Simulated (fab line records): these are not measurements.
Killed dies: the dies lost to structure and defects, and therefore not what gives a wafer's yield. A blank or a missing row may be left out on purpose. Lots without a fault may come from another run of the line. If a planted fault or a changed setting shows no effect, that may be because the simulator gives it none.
fab line records -- flow sky130
record: lots: 11, wafers: 33, lastDay: 50
route steps=708 shown VIA2@522 METAL3@535 CAPM@550 PAD_OPEN@708
lots untouched by any fault: they come from a run of this same line in which no faults occurred
startH: hours from the record's first day to the start of the lot's first wafer shown -- waitH: hours since the lot's step before -- " the same as in the row above -- L1.1+2: a single row standing in for several wafers -- - value missing, or start not given -- * or withheld: withheld -- < > ~ a bound
route shown NAME@n: names a module that has steps shown in the file, with the first one's number in the route -- usual: average and standard deviation across the fault-free wafers -- same: alike in all rows -- chamber/n: place in a boat -- sites: readings site by site -- _std_site: their standard deviation -- _edge_site: outer sites' mean less inner sites' -- radiusMm: how far each site lies from the wafer's centre -- mask NAME#n: copy n -- behind: the tool/chamber that last shaped the wafer -- hold: why the lot was held/for how many hours/how that ended -- device: which transistor (n, p or np) failed to switch -- end of line: tests of these same wafers at the route's end -- a step with no rows: only its recipe -- killed: the dies lost at the first sort to structure and to defects; this is not the yield of the wafer -- map: dies across one wafer; x = killed, . = not, _ = none there
set.NAME: the setting that was run; set.NAME@STEP: the one run at that earlier step -- model.NAME: the simulator's own value behind a step, which no gauge read
one table for each step of the route and one row for each wafer, over a sample of lots
services: the hour from which a tool's chamber was out of use, counted from the record's first day as startH (under 0 if before that day), plus the number of hours and why
== steps ==
step: SKY_VIA2_ETCH_15
recipe: target: SiO2, chemistry: C4F8/O2/Ar, targetDepthNm: 546, stopOn: TiN, maskMaterial: KrF-thick, sourceW: 1500, biasW: 1200, pressureMtorr: 40, c4f8FlowSccm: withheld, O2_flow_sccm: 6, Ar_flow_sccm: 300, timeS: 84
usual: oesProductAu: 0.940/0.0049, rfFwdPowerW: 1490/5.7
lot.wafer,tool,chamber,startH,waitH,oesProductAu,rfFwdPowerW,rfHoursCounterH
L241.1,rieDiel-03,0,845.47,0.0,0.941,1501,2
L241.2,rieDiel-03,3,845.47,0.0,0.940,1487,8
L241.6,rieDiel-03,3,845.47,0.0,0.941,1485,-
L242.2,rieDiel-02,0,859.84,0.0,0.939,1492,4
L242.3,rieDiel-02,3,859.84,0.0,0.948,1488,5
L242.4,rieDiel-02,2,859.84,0.0,0.934,1486,1
L246.1,rieDiel-03,1,891.77,0.0,0.939,1504,7
L246.4,rieDiel-03,0,891.77,0.0,0.942,1496,3
L246.6,rieDiel-03,1,891.77,0.0,0.939,1501,-
L247.1,rieDiel-03,1,899.86,0.0,0.944,1477,8
L247.3,rieDiel-03,2,899.86,0.0,0.946,1490,6
L247.5,rieDiel-03,3,899.86,0.0,0.946,1489,-
L257.2,rieDiel-02,0,969.02,0.0,0.930,1491,7
L257.5,rieDiel-02,3,969.02,0.0,0.939,1494,-
L257.6,rieDiel-02,0,969.02,0.0,0.941,1493,-
L258.1,rieDiel-04,3,970.17,0.0,0.940,1490,13
L258.4,rieDiel-04,1,970.17,0.0,0.937,1492,17
L258.5,rieDiel-04,0,970.17,0.0,0.932,1482,-
L259.1,rieDiel-02,3,979.71,0.0,0.943,1484,8
L259.5,rieDiel-02,1,979.71,0.0,0.935,1485,-
L259.6,rieDiel-02,0,979.71,0.0,0.941,1490,-
L260.2,rieDiel-04,3,986.04,0.0,0.945,1482,13
L260.3,rieDiel-04,0,986.04,0.0,0.941,1486,3
L260.5,rieDiel-04,3,986.04,0.0,0.945,1489,-
L262.1,rieDiel-04,2,1000.82,0.0,0.937,1495,25
L262.2,rieDiel-04,3,1000.82,0.0,0.931,1485,14
L262.6,rieDiel-04,1,1000.82,0.0,0.936,1498,-
L263.1,rieDiel-03,3,1013.37,0.0,0.939,1495,14
L263.3,rieDiel-03,2,1013.37,0.0,0.944,1495,10
L263.5,rieDiel-03,2,1013.37,0.0,0.934,1502,-
L264.2,rieDiel-03,0,1017.02,0.0,0.939,1493,8
L264.3,rieDiel-03,2,1017.02,0.0,0.943,1497,10
L264.5,rieDiel-03,2,1017.02,0.0,0.947,1500,-
step: SKY_VIA2_SPUTTER_20
recipe: material: TiN, targetThkNm: 20, chamberPressurePa: 5, powerW: 4000, timeS: 80
usual: throttleValvePct: 29.8/1.3
lot.wafer,tool,chamber,startH,waitH,throttleValvePct
L241.1,pvdSputter-02,-,846.19,0.0,30.9
L241.2,pvdSputter-02,-,846.19,0.0,27.7
L241.6,pvdSputter-02,-,846.19,0.0,27.2
L242.2,pvdSputter-02,-,860.49,0.0,27.5
L242.3,pvdSputter-02,-,860.49,0.0,30.9
L242.4,pvdSputter-02,-,860.49,0.0,29.3
L246.1,pvdSputter-01,-,892.47,0.0,28.9
L246.4,pvdSputter-01,-,892.47,0.0,29.2
L246.6,pvdSputter-01,-,892.47,0.0,29.9
L247.1,pvdSputter-03,-,900.55,0.0,29.9
L247.3,pvdSputter-03,-,900.55,0.0,29.8
L247.5,pvdSputter-03,-,900.55,0.0,29.5
L257.2,pvdSputter-01,-,969.68,0.0,28.8
L257.5,pvdSputter-01,-,969.68,0.0,29.8
L257.6,pvdSputter-01,-,969.68,0.0,28.8
L258.1,pvdSputter-02,-,970.84,0.0,27.4
L258.4,pvdSputter-02,-,970.84,0.0,27.6
L258.5,pvdSputter-02,-,970.84,0.0,29.9
L259.1,pvdSputter-02,-,980.36,0.0,29.8
L259.5,pvdSputter-02,-,980.36,0.0,30.1
L259.6,pvdSputter-02,-,980.36,0.0,29.1
L260.2,pvdSputter-03,-,986.69,0.0,32.6
L260.3,pvdSputter-03,-,986.69,0.0,31.3
L260.5,pvdSputter-03,-,986.69,0.0,29.5
L262.1,pvdSputter-02,-,1001.48,0.0,31.1
L262.2,pvdSputter-02,-,1001.48,0.0,27.3
L262.6,pvdSputter-02,-,1001.48,0.0,29.7
L263.1,pvdSputter-01,-,1014.07,0.0,29.6
L263.3,pvdSputter-01,-,1014.07,0.0,29.1
L263.5,pvdSputter-01,-,1014.07,0.0,28.8
L264.2,pvdSputter-02,-,1017.72,0.0,30.9
L264.3,pvdSputter-02,-,1017.72,0.0,27.1
L264.5,pvdSputter-02,-,1017.72,0.0,30.9
step: SKY_METAL3_SPUTTER_03
recipe: material: Ti, targetThkNm: 5, powerW: 3000, timeS: 3.3, chamberPressurePa: 0.4
usual: throttleValvePct: 29.8/1.3
lot.wafer,tool,chamber,startH,waitH,throttleValvePct
L241.1,pvdSputter-02,-,846.94,0.0,29.7
L241.2,pvdSputter-02,-,846.94,0.0,27.7
L241.6,pvdSputter-02,-,846.94,0.0,29.9
L242.2,pvdSputter-03,-,861.25,0.0,29.6
L242.3,pvdSputter-03,-,861.25,0.0,31.1
L242.4,pvdSputter-03,-,861.25,0.0,32.4
L246.1,pvdSputter-03,-,893.23,0.0,29.5
L246.4,pvdSputter-03,-,893.23,0.0,32.5
L246.6,pvdSputter-03,-,893.23,0.0,29.4
L247.1,pvdSputter-03,-,901.31,0.0,32.3
L247.3,pvdSputter-03,-,901.31,0.0,29.9
L247.5,pvdSputter-03,-,901.31,0.0,29.7
L257.2,pvdSputter-02,-,970.44,0.0,31.1
L257.5,pvdSputter-02,-,970.44,0.0,29.9
L257.6,pvdSputter-02,-,970.44,0.0,31.0
L258.1,pvdSputter-03,-,971.60,0.0,32.3
L258.4,pvdSputter-03,-,971.60,0.0,31.2
L258.5,pvdSputter-03,-,971.60,0.0,29.7
L259.1,pvdSputter-03,-,981.21,0.0,31.4
L259.5,pvdSputter-03,-,981.21,0.0,30.0
L259.6,pvdSputter-03,-,981.21,0.0,29.5
L260.2,pvdSputter-02,-,987.45,0.0,30.9
L260.3,pvdSputter-02,-,987.45,0.0,27.6
L260.5,pvdSputter-02,-,987.45,0.0,31.2
L262.1,pvdSputter-03,-,1002.24,0.0,32.4
L262.2,pvdSputter-03,-,1002.24,0.0,29.6
L262.6,pvdSputter-03,-,1002.24,0.0,31.2
L263.1,pvdSputter-03,-,1014.83,0.0,32.3
L263.3,pvdSputter-03,-,1014.83,0.0,29.8
L263.5,pvdSputter-03,-,1014.83,0.0,29.6
L264.2,pvdSputter-04,-,1018.65,0.0,28.7
L264.3,pvdSputter-04,-,1018.65,0.0,30.1
L264.5,pvdSputter-04,-,1018.65,0.0,29.3
step: SKY_CAPM_METAL_ETCH_13
recipe: targetDepthNm: 220, stopOn: SiO2, chemistry: Cl2/BCl3, target: TiN, pressureMtorr: 10, icpW: 900, biasW: 48.5, Cl2_flow_sccm: 60, bcl3FlowSccm: 30, timeS: 62.9
usual: drypumpMotorCurrentA: 5.9/0.39, oesProductAu: 0.934/0.0088, rfFwdPowerW: 890/3.2, throttleValvePct: 21.906/0.0091
lot.wafer,tool,chamber,startH,waitH,drypumpMotorCurrentA,oesProductAu,rfFwdPowerW,rfHoursCounterH,throttleValvePct
L241.1,rieMetal-03,1,872.36,0.0,6.2,0.926,885,15,21.912
L241.2,rieMetal-03,0,872.36,0.0,6.4,0.930,892,9,21.903
L241.6,rieMetal-03,1,872.36,0.0,6.2,0.926,890,-,21.921
L242.2,rieMetal-04,0,886.82,0.0,6.1,0.945,888,18,21.905
L242.3,rieMetal-04,1,886.82,0.0,5.5,0.930,886,-,21.907
L242.4,rieMetal-04,0,886.82,0.0,6.1,0.940,892,-,21.889
L246.1,rieMetal-04,1,918.08,0.0,5.5,0.913,749,2,21.916
L246.4,rieMetal-04,1,918.08,0.0,5.5,0.905,749,-,21.917
L246.6,rieMetal-04,1,918.08,0.0,5.5,0.913,750,-,21.925
L247.1,rieMetal-04,1,926.06,0.0,5.5,0.914,744,3,21.921
L247.3,rieMetal-04,1,926.06,0.0,5.5,0.900,744,-,21.932
L247.5,rieMetal-04,1,926.06,0.0,5.5,0.919,747,-,21.902
L257.2,rieMetal-04,1,994.46,0.0,5.5,0.936,884,7,21.911
L257.5,rieMetal-04,0,994.46,0.0,6.1,0.924,890,-,21.889
L257.6,rieMetal-04,1,994.46,0.0,5.5,0.941,887,-,21.905
L258.1,rieMetal-01,1,995.32,0.0,6.1,0.946,888,6,21.921
L258.4,rieMetal-01,1,995.32,0.0,6.1,0.937,889,-,21.884
L258.5,rieMetal-01,0,995.32,0.0,5.3,0.948,881,-,21.908
L259.1,rieMetal-01,1,1005.26,0.0,6.0,0.930,884,6,21.910
L259.5,rieMetal-01,1,1005.26,0.0,6.1,0.933,887,-,21.905
L259.6,rieMetal-01,0,1005.26,0.0,5.3,0.928,889,-,21.911
L260.2,rieMetal-03,0,1011.17,0.0,6.4,0.933,891,15,21.914
L260.3,rieMetal-03,0,1011.17,0.0,6.4,0.924,890,-,21.904
L260.5,rieMetal-03,0,1011.17,0.0,6.4,0.925,894,-,21.911
L262.1,rieMetal-04,1,1025.32,0.0,5.5,0.945,892,9,21.899
L262.2,rieMetal-04,0,1025.32,0.0,6.1,0.942,889,5,21.915
L262.6,rieMetal-04,1,1025.32,0.0,5.5,0.949,890,-,21.884
L263.1,rieMetal-01,0,1037.67,0.0,5.3,0.933,892,16,21.890
L263.3,rieMetal-01,0,1037.67,0.0,5.3,0.945,887,-,21.896
L263.5,rieMetal-01,1,1037.67,0.0,6.0,0.940,887,-,21.914
L264.2,rieMetal-04,1,1040.78,0.0,5.5,0.925,886,10,21.915
L264.3,rieMetal-04,1,1040.78,0.0,5.5,0.928,895,-,21.911
L264.5,rieMetal-04,0,1040.78,0.0,6.2,0.940,893,-,21.898
step: SKY_CAPM_STRIP_14
recipe: chemistry: O2/N2, powerW: 1400, pressureMtorr: 1500, platenTempC: withheld, o2FlowSccm: 3000, n2FlowSccm: 300, overashFraction: 0.5
usual: drypumpMotorCurrentA: 5.7/0.77, oesProductAu: 0.710/0.0045, stripTimeToEndpointS: 12.66/0.044
lot.wafer,tool,chamber,startH,waitH,drypumpMotorCurrentA,oesProductAu,rfHoursCounterH,stripTimeToEndpointS
L241.1,plasmaAsher-02,1,872.44,0.1,5.1,0.708,104,12.70
L241.2,plasmaAsher-02,0,872.44,0.1,4.8,0.709,104,12.71
L241.6,plasmaAsher-02,1,872.44,0.1,5.1,0.718,-,12.67
L242.2,plasmaAsher-01,1,886.90,0.1,6.7,0.718,50,12.64
L242.3,plasmaAsher-01,0,886.90,0.1,5.9,0.706,-,12.64
L242.4,plasmaAsher-01,1,886.90,0.1,6.7,0.710,-,12.62
L246.1,plasmaAsher-02,1,918.23,0.1,5.0,0.711,105,12.78
L246.4,plasmaAsher-02,1,918.23,0.1,5.1,0.709,-,12.82
L246.6,plasmaAsher-02,0,918.23,0.1,4.8,0.714,-,12.79
L247.1,plasmaAsher-01,1,926.22,0.1,6.6,0.704,55,12.89
L247.3,plasmaAsher-01,1,926.22,0.1,6.6,0.708,-,12.86
L247.5,plasmaAsher-01,1,926.22,0.1,6.6,0.707,-,12.87
L257.2,plasmaAsher-01,0,994.54,0.1,5.9,0.705,63,12.71
L257.5,plasmaAsher-01,0,994.54,0.1,5.9,0.696,-,12.74
L257.6,plasmaAsher-01,1,994.54,0.1,6.6,0.711,-,12.68
L258.1,plasmaAsher-01,0,995.40,0.1,5.9,0.707,63,12.62
L258.4,plasmaAsher-01,0,995.40,0.1,5.9,0.707,-,12.69
L258.5,plasmaAsher-01,1,995.40,0.1,6.7,0.707,-,12.62
L259.1,plasmaAsher-02,1,1005.34,0.1,5.0,0.709,116,12.63
L259.5,plasmaAsher-02,1,1005.34,0.1,5.0,0.709,-,12.65
L259.6,plasmaAsher-02,0,1005.34,0.1,4.8,0.702,-,12.64
L260.2,plasmaAsher-02,1,1011.25,0.1,5.1,0.709,117,12.63
L260.3,plasmaAsher-02,1,1011.25,0.1,5.1,0.704,-,12.67
L260.5,plasmaAsher-02,0,1011.25,0.1,4.8,0.714,-,12.64
L262.1,plasmaAsher-02,0,1025.40,0.1,4.8,0.716,118,12.68
L262.2,plasmaAsher-02,1,1025.40,0.1,5.1,0.708,118,12.70
L262.6,plasmaAsher-02,0,1025.40,0.1,4.8,0.705,-,12.63
L263.1,plasmaAsher-02,0,1037.75,0.1,4.8,0.716,119,12.67
L263.3,plasmaAsher-02,0,1037.75,0.1,4.8,0.716,-,12.68
L263.5,plasmaAsher-02,0,1037.75,0.1,4.8,0.709,-,12.64
L264.2,plasmaAsher-01,0,1040.85,0.1,5.9,0.710,68,12.64
L264.3,plasmaAsher-01,1,1040.85,0.1,6.6,0.710,-,12.66
L264.5,plasmaAsher-01,1,1040.85,0.1,6.6,0.704,-,12.63
step: SKY_PAD_OPEN_PROBE_99
usual: defectLimitedYield: 82.9/2.2, killed_at_M0_to_M3: 42/7, killed_at_M4_up: 2.8/1.8, killedAtContacts: 24/5.8, killedAtFrontEnd: 15/4.8, killedAtOther: 0.3/0.56, killedDies: 84/11, killedOnRim: 17/4.2, killedOpen: 46/7.8, killedShort: 38/6.3
same: grossDies: 492, killedAtBackSide: 0
lot.wafer,tool,chamber,startH,waitH,defectLimitedYield[%],killed_at_M0_to_M3,killed_at_M4_up,killedAtContacts,killedAtFrontEnd,killedAtOther,killedDies,killedOnRim,killedOpen,killedShort
L241.1,prober-01,-,1074.35,0.1,79.3,48,5,23,26,0,102,21,56,46
L241.2,prober-01,-,1074.40,0.1,85.0,39,2,18,15,0,74,11,39,34
L241.6,prober-01,-,1074.60,0.2,86.8,36,3,15,11,0,65,16,38,27
L242.2,prober-02,-,1084.19,0.1,82.3,38,4,32,13,0,87,16,54,32
L242.3,prober-02,-,1084.24,0.2,83.9,39,4,21,14,1,79,15,41,37
L242.4,prober-02,-,1084.29,0.2,84.6,31,7,23,14,1,76,11,36,39
L246.1,prober-02,-,1110.56,0.1,1.4,51,4,22,17,391,485,96,46,47
L246.4,prober-02,-,1110.71,0.2,2.8,34,0,22,31,391,478,96,46,39
L246.6,prober-02,-,1110.81,0.2,43.3,59,1,23,16,180,279,85,57,42
L247.1,prober-01,-,1119.39,0.1,39.8,33,1,20,14,228,296,92,36,32
L247.3,prober-01,-,1119.49,0.2,2.4,41,2,30,7,400,480,96,45,35
L247.5,prober-01,-,1119.59,0.2,8.1,35,2,31,13,371,452,95,45,36
L257.2,prober-01,-,1170.64,0.1,80.7,47,4,30,14,0,95,22,47,47
L257.5,prober-01,-,1170.79,0.2,83.5,39,2,24,16,0,81,11,41,40
L257.6,prober-01,-,1170.84,0.2,86.2,40,2,16,10,0,68,7,38,29
L258.1,prober-02,-,1170.94,0.1,85.0,28,3,27,15,1,74,15,35,39
L258.4,prober-02,-,1171.09,0.2,83.5,41,3,22,15,0,81,15,50,31
L258.5,prober-02,-,1171.14,0.2,84.6,36,1,26,13,0,76,17,37,39
L259.1,prober-01,-,1177.52,0.1,79.9,47,5,31,16,0,99,24,59,40
L259.5,prober-01,-,1177.72,0.2,85.8,29,3,28,10,0,70,15,43,27
L259.6,prober-01,-,1177.77,0.2,84.6,35,2,24,15,0,76,13,46,29
L260.2,prober-02,-,1182.40,0.1,80.1,45,0,26,27,0,98,23,61,37
L260.3,prober-02,-,1182.45,0.2,81.7,38,2,29,21,0,90,19,53,37
L260.5,prober-02,-,1182.55,0.2,82.3,41,1,25,20,0,87,20,53,34
L262.1,prober-02,-,1192.16,0.1,81.3,41,5,32,14,0,92,17,43,49
L262.2,prober-02,-,1192.21,0.1,80.5,39,4,31,22,0,96,23,61,34
L262.6,prober-02,-,1192.41,0.2,79.9,41,8,31,19,0,99,13,45,54
L263.1,prober-01,-,1201.60,0.1,82.1,36,4,26,22,0,88,15,44,44
L263.3,prober-01,-,1201.70,0.2,80.5,58,1,21,15,1,96,22,52,44
L263.5,prober-01,-,1201.80,0.2,82.3,46,4,19,16,2,87,21,49,36
L264.2,prober-02,-,1203.45,0.1,82.3,42,3,25,17,0,87,16,54,33
L264.3,prober-02,-,1203.50,0.2,82.9,42,1,30,11,0,84,14,43,41
L264.5,prober-02,-,1203.60,0.2,82.7,43,8,24,10,0,85,15,46,39
killed by level:class
L241.1 VIA1:geometricParticle:open=14 FIELD_ISO:geometricParticle:open=12 VIA3:geometricParticle:open=7 CONTACT:geometricParticle:short=6 CONTACT:geometricParticle:open=6 FIELD_ISO:geometricParticle:short=5 VIA3:geometricParticle:short=4 LI_CONTACT:geometricParticle:short=4
L241.2 VIA1:geometricParticle:open=12 METAL2:geometricParticle:short=7 VIA3:geometricParticle:open=7 LI_CONTACT:geometricParticle:open=6 FIELD_ISO:geometricParticle:short=4 METAL1:geometricParticle:short=4 FIELD_ISO:geometricParticle:open=3 LOCAL_INTERCONNECT:geometricParticle:short=3
L241.6 VIA1:geometricParticle:open=8 CONTACT:geometricParticle:open=7 VIA3:geometricParticle:open=7 METAL1:geometricParticle:short=5 VIA2:geometricParticle:open=5 FIELD_ISO:geometricParticle:open=4 LI_CONTACT:geometricParticle:open=4 METAL2:geometricParticle:short=4
L242.2 CONTACT:geometricParticle:open=17 VIA1:geometricParticle:open=7 LI_CONTACT:geometricParticle:open=6 LOCAL_INTERCONNECT:geometricParticle:short=6 VIA2:geometricParticle:open=6 METAL1:geometricParticle:short=5 VIA3:geometricParticle:open=5 POLY_GATE:geometricParticle:open=4
L242.3 VIA1:geometricParticle:open=11 CONTACT:geometricParticle:open=9 POLY_GATE:geometricParticle:open=5 LOCAL_INTERCONNECT:geometricParticle:short=5 METAL2:geometricParticle:short=5 METAL1:geometricParticle:short=4 VIA2:geometricParticle:open=4 FIELD_ISO:geometricParticle:short=3
L242.4 LI_CONTACT:geometricParticle:open=7 CONTACT:geometricParticle:open=6 VIA2:geometricParticle:open=6 METAL4:geometricParticle:short=6 CONTACT:geometricParticle:short=5 METAL1:geometricParticle:short=5 METAL2:geometricParticle:short=4 VIA3:geometricParticle:open=4
L246.1 CAPM:areaEtch=391 LI_CONTACT:geometricParticle:open=11 VIA2:geometricParticle:open=10 METAL2:geometricParticle:short=9 METAL1:geometricParticle:short=9 VIA3:geometricParticle:open=6 VIA1:geometricParticle:open=6 CONTACT:geometricParticle:open=4
L246.4 CAPM:areaEtch=391 FIELD_ISO:geometricParticle:short=11 LI_CONTACT:geometricParticle:open=9 CONTACT:geometricParticle:open=9 FIELD_ISO:geometricParticle:open=8 VIA1:geometricParticle:open=5 POLY_GATE:geometricParticle:short=5 VIA2:geometricParticle:open=5
L246.6 CAPM:areaEtch=179 VIA1:geometricParticle:open=14 VIA3:geometricParticle:open=12 VIA2:geometricParticle:open=8 CONTACT:geometricParticle:open=7 METAL1:geometricParticle:short=6 VIA3:geometricParticle:short=6 LI_CONTACT:geometricParticle:open=6
L247.1 CAPM:areaEtch=228 VIA1:geometricParticle:open=9 POLY_GATE:geometricParticle:open=6 METAL2:geometricParticle:short=6 LI_CONTACT:geometricParticle:open=5 CONTACT:geometricParticle:open=5 FIELD_ISO:geometricParticle:short=4 CONTACT:geometricParticle:short=4
L247.3 CAPM:areaEtch=400 VIA1:geometricParticle:open=18 CONTACT:geometricParticle:open=9 LI_CONTACT:geometricParticle:open=7 CONTACT:geometricParticle:short=7 LOCAL_INTERCONNECT:geometricParticle:short=5 METAL2:geometricParticle:short=5 METAL1:geometricParticle:short=4
L247.5 CAPM:areaEtch=371 CONTACT:geometricParticle:open=10 LI_CONTACT:geometricParticle:open=10 METAL1:geometricParticle:short=9 VIA1:geometricParticle:open=9 LI_CONTACT:geometricParticle:short=6 POLY_GATE:geometricParticle:open=5 FIELD_ISO:geometricParticle:short=4
L257.2 VIA1:geometricParticle:open=14 LOCAL_INTERCONNECT:geometricParticle:short=10 CONTACT:geometricParticle:open=9 VIA2:geometricParticle:short=6 LI_CONTACT:geometricParticle:open=6 VIA3:geometricParticle:open=6 METAL2:geometricParticle:short=5 FIELD_ISO:geometricParticle:short=3
L257.5 CONTACT:geometricParticle:open=8 VIA1:geometricParticle:open=8 LOCAL_INTERCONNECT:geometricParticle:short=6 VIA2:geometricParticle:open=6 POLY_GATE:geometricParticle:open=5 POLY_GATE:geometricParticle:short=5 METAL1:geometricParticle:short=5 VIA3:geometricParticle:open=5
L257.6 VIA1:geometricParticle:open=11 CONTACT:geometricParticle:short=7 LI_CONTACT:geometricParticle:open=5 VIA1:geometricParticle:short=5 VIA3:geometricParticle:open=5 VIA3:geometricParticle:short=4 METAL2:geometricParticle:short=4 SPACER:geometricParticle:open=3
L258.1 CONTACT:geometricParticle:open=10 LOCAL_INTERCONNECT:geometricParticle:short=6 LI_CONTACT:geometricParticle:open=5 VIA1:geometricParticle:open=5 METAL1:geometricParticle:short=4 VIA1:geometricParticle:short=4 VIA2:geometricParticle:open=4 VIA3:geometricParticle:short=4
L258.4 CONTACT:geometricParticle:open=11 VIA1:geometricParticle:open=10 VIA1:geometricParticle:short=7 VIA3:geometricParticle:open=7 VIA2:geometricParticle:open=7 LI_CONTACT:geometricParticle:open=6 POLY_GATE:geometricParticle:open=5 METAL1:geometricParticle:short=4
L258.5 VIA1:geometricParticle:open=12 CONTACT:geometricParticle:short=8 LI_CONTACT:geometricParticle:open=7 CONTACT:geometricParticle:open=5 VIA3:geometricParticle:open=5 LI_CONTACT:geometricParticle:short=4 VIA2:geometricParticle:short=4 VIA3:geometricParticle:short=4
L259.1 VIA1:geometricParticle:open=14 LI_CONTACT:geometricParticle:open=10 VIA2:geometricParticle:open=10 CONTACT:geometricParticle:short=7 CONTACT:geometricParticle:open=6 VIA3:geometricParticle:open=6 FIELD_ISO:geometricParticle:open=4 POLY_GATE:geometricParticle:open=4
L259.5 LI_CONTACT:geometricParticle:open=9 CONTACT:geometricParticle:open=9 VIA1:geometricParticle:open=7 VIA3:geometricParticle:open=5 LOCAL_INTERCONNECT:geometricParticle:short=5 METAL2:geometricParticle:short=4 POLY_GATE:geometricParticle:open=3 LI_CONTACT:geometricParticle:short=3
L259.6 VIA1:geometricParticle:open=13 VIA2:geometricParticle:open=11 LI_CONTACT:geometricParticle:open=7 CONTACT:geometricParticle:open=6 CONTACT:geometricParticle:short=5 FIELD_ISO:geometricParticle:open=4 POLY_GATE:geometricParticle:short=4 LOCAL_INTERCONNECT:geometricParticle:short=4
L260.2 LI_CONTACT:geometricParticle:open=10 POLY_GATE:geometricParticle:open=8 CONTACT:geometricParticle:open=8 POLY_GATE:geometricParticle:short=7 VIA1:geometricParticle:open=7 VIA2:geometricParticle:open=7 FIELD_ISO:geometricParticle:open=6 CONTACT:geometricParticle:short=5
L260.3 CONTACT:geometricParticle:open=13 VIA1:geometricParticle:open=13 CONTACT:geometricParticle:short=7 FIELD_ISO:geometricParticle:short=6 LI_CONTACT:geometricParticle:open=6 VIA3:geometricParticle:open=6 VIA1:geometricParticle:short=5 VIA2:geometricParticle:short=5
L260.5 VIA3:geometricParticle:open=9 CONTACT:geometricParticle:open=8 LI_CONTACT:geometricParticle:open=7 VIA1:geometricParticle:open=7 POLY_GATE:geometricParticle:open=6 VIA2:geometricParticle:open=6 FIELD_ISO:geometricParticle:open=5 FIELD_ISO:geometricParticle:short=5
L262.1 LI_CONTACT:geometricParticle:open=7 CONTACT:geometricParticle:open=7 CONTACT:geometricParticle:short=7 VIA1:geometricParticle:open=7 LOCAL_INTERCONNECT:geometricParticle:short=6 VIA3:geometricParticle:open=6 FIELD_ISO:geometricParticle:open=5 LI_CONTACT:geometricParticle:short=5
L262.2 CONTACT:geometricParticle:open=15 VIA1:geometricParticle:open=10 VIA2:geometricParticle:open=10 LI_CONTACT:geometricParticle:open=7 POLY_GATE:geometricParticle:open=5 LOCAL_INTERCONNECT:geometricParticle:short=4 CONTACT:geometricParticle:short=4 VIA1:geometricParticle:short=4
L262.6 METAL2:geometricParticle:short=8 VIA3:geometricParticle:open=8 CONTACT:geometricParticle:short=7 LI_CONTACT:geometricParticle:open=7 CONTACT:geometricParticle:open=7 FIELD_ISO:geometricParticle:open=6 METAL3:geometricParticle:short=6 POLY_GATE:geometricParticle:open=5
L263.1 CONTACT:geometricParticle:open=9 METAL1:geometricParticle:short=9 LI_CONTACT:geometricParticle:open=7 FIELD_ISO:geometricParticle:short=6 VIA2:geometricParticle:open=6 LOCAL_INTERCONNECT:geometricParticle:short=5 VIA1:geometricParticle:short=5 FIELD_ISO:geometricParticle:open=4
L263.3 VIA1:geometricParticle:open=11 VIA3:geometricParticle:open=11 METAL1:geometricParticle:short=8 VIA2:geometricParticle:open=7 CONTACT:geometricParticle:open=6 CONTACT:geometricParticle:short=6 METAL2:geometricParticle:short=6 LI_CONTACT:geometricParticle:open=4
L263.5 METAL1:geometricParticle:short=11 VIA1:geometricParticle:open=11 CONTACT:geometricParticle:open=9 LI_CONTACT:geometricParticle:open=6 VIA3:geometricParticle:open=6 POLY_GATE:geometricParticle:short=5 FIELD_ISO:geometricParticle:short=4 FIELD_ISO:geometricParticle:open=4
L264.2 LI_CONTACT:geometricParticle:open=10 VIA1:geometricParticle:open=8 FIELD_ISO:geometricParticle:open=7 VIA1:geometricParticle:short=7 VIA2:geometricParticle:open=7 CONTACT:geometricParticle:short=5 CONTACT:geometricParticle:open=5 METAL2:geometricParticle:open=4
L264.3 LI_CONTACT:geometricParticle:open=10 VIA1:geometricParticle:open=8 CONTACT:geometricParticle:open=7 METAL1:geometricParticle:short=7 FIELD_ISO:geometricParticle:open=5 METAL2:geometricParticle:short=5 LOCAL_INTERCONNECT:geometricParticle:short=4 CONTACT:geometricParticle:short=4
L264.5 VIA1:geometricParticle:open=11 CONTACT:geometricParticle:open=8 METAL2:geometricParticle:short=8 VIA2:geometricParticle:open=8 LI_CONTACT:geometricParticle:open=6 VIA1:geometricParticle:short=5 CONTACT:geometricParticle:short=4 METAL4:geometricParticle:short=4
== services ==
tool,chamber,startH,hours,kind
pvdSputter-01,-,830.68,1.8,repair
rieDiel-04,0,835.25,19.0,repair
rieDiel-02,0,839.65,5.1,repair
plasmaAsher-01,-,860.48,1.4,repair
rieDiel-03,1,869.45,3.6,repair
plasmaAsher-01,-,875.32,1.2,repair
plasmaAsher-02,-,880.67,14.6,pm
pvdSputter-01,-,884.84,0.6,repair
pvdSputter-02,-,887.76,7.1,repair
rieMetal-04,-,889.96,2.8,pm
plasmaAsher-02,-,897.25,16.6,repair
rieDiel-02,2,930.38,1.9,repair
pvdSputter-02,-,943.68,0.5,repair
pvdSputter-01,-,948.57,15.8,repair
rieMetal-04,0,951.34,7.3,repair
rieDiel-04,-,956.11,2.8,pm
rieDiel-03,1,959.38,1.4,repair
rieDiel-02,1,965.91,11.0,repair
rieMetal-01,-,967.93,4.3,pm
rieMetal-03,0,975.18,21.3,repair
pvdSputter-01,-,1004.35,3.2,repair
rieDiel-04,3,1011.04,9.5,repair
rieDiel-02,-,1027.90,0.2,repair
rieDiel-02,3,1028.47,8.3,repair
== key ==
firstSign: step: SKY_CAPM_METAL_ETCH_13, reading: rfFwdPowerW, direction: down, sigmas: 44, usual: 890, struck: 747
effect: step: SKY_CAPM_METAL_ETCH_13, reading: oesProductAu, direction: down, sigmas: 2.7, usual: 0.934, struck: 0.911, wafersMoved: 5
effect: step: SKY_CAPM_STRIP_14, reading: stripTimeToEndpointS, direction: up, sigmas: 4.1, usual: *, struck: *
effect: step: SKY_PAD_OPEN_PROBE_99, reading: killedAtOther, direction: up, sigmas: 99+, usual: 0.3, struck: 326.8
moreKillsBornAt: SKY_CAPM_METAL_ETCH_13@rieMetal-04: 1960
metAt SKY_CAPM_METAL_ETCH_13
struckLots L246,L247
struckWafers L246.1,L246.4,L246.6,L247.1,L247.3,L247.5
laterRowsLeftOut L246.1,L246.4,L247.3,L247.5
notActingAt SKY_VIA2_ETCH_15,SKY_VIA2_SPUTTER_20,SKY_METAL3_SPUTTER_03
onsetBetween 886.82 918.08
fault: kind: processParameterDrift, tool: rieMetal-04, chamber: 1, onsetH: 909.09, steps: SKY_CAPM_METAL_ETCH_13, channel: icpW, offset: -144, shape: step, endH: 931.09, actsIn: theseRecipesOnly, stated: 900
laterRowsLeftOut: the simulator's readings of these wafers behind a module that went badly wrong aren't trusted and aren't shown, but for the sort
